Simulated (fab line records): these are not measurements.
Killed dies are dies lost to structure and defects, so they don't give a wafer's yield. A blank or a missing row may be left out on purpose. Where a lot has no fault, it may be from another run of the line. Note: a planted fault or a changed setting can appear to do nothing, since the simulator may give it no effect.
The tool behind it: which one? + flow sky130 + 6 lots, 18 wafers sampled, at 1 step of a route of 708

## WHAT THE GAUGES SHOWED, per wafer
SKY_PWDE_TW_MEAS_10.
| lot  | measured    | on            | PWDE_TW     |
|------|-------------|---------------|-------------|
| L970 | day 4 09:02 | film-metro-02 | 375 377 377 |
| L974 | day 5 05:38 | film-metro-02 | 381 380 382 |
| L976 | day 5 19:56 | film-metro-03 | 380 377 379 |
| L979 | day 6 10:51 | film-metro-02 | 379 378 377 |
| L981 | day 7 13:25 | film-metro-02 | 381 381 380 |
| L984 | day 8 00:50 | film-metro-03 | 379 379 380 |

## EACH LOT AND THE TOOL THAT RAN IT (in order: tool; ch and the chambers of the sampled wafers; start)
The record shows no process step preceding these readings.

## THE ANSWER, worked out from the rows above alone
Rule: what is usual is taken from the lots themselves. Put in order of their means at a reading, lots are off if they are a third of the lots or fewer, leave a main group of 4 or more, and stand apart from it by a gap of 3 or more times the standard deviation of the main group's means; of several such gaps the widest counts. A main group whose means are all the same, to the digits that the tables above print for the reading, isn't used. A lot without any number at a reading at which 4 lots or more have one is off too. All remaining lots with rows at the step are treated as sound.
No lot is off at any reading shown: from this, nothing can be told.

## WHAT THE SIMULATOR HAD PUT IN
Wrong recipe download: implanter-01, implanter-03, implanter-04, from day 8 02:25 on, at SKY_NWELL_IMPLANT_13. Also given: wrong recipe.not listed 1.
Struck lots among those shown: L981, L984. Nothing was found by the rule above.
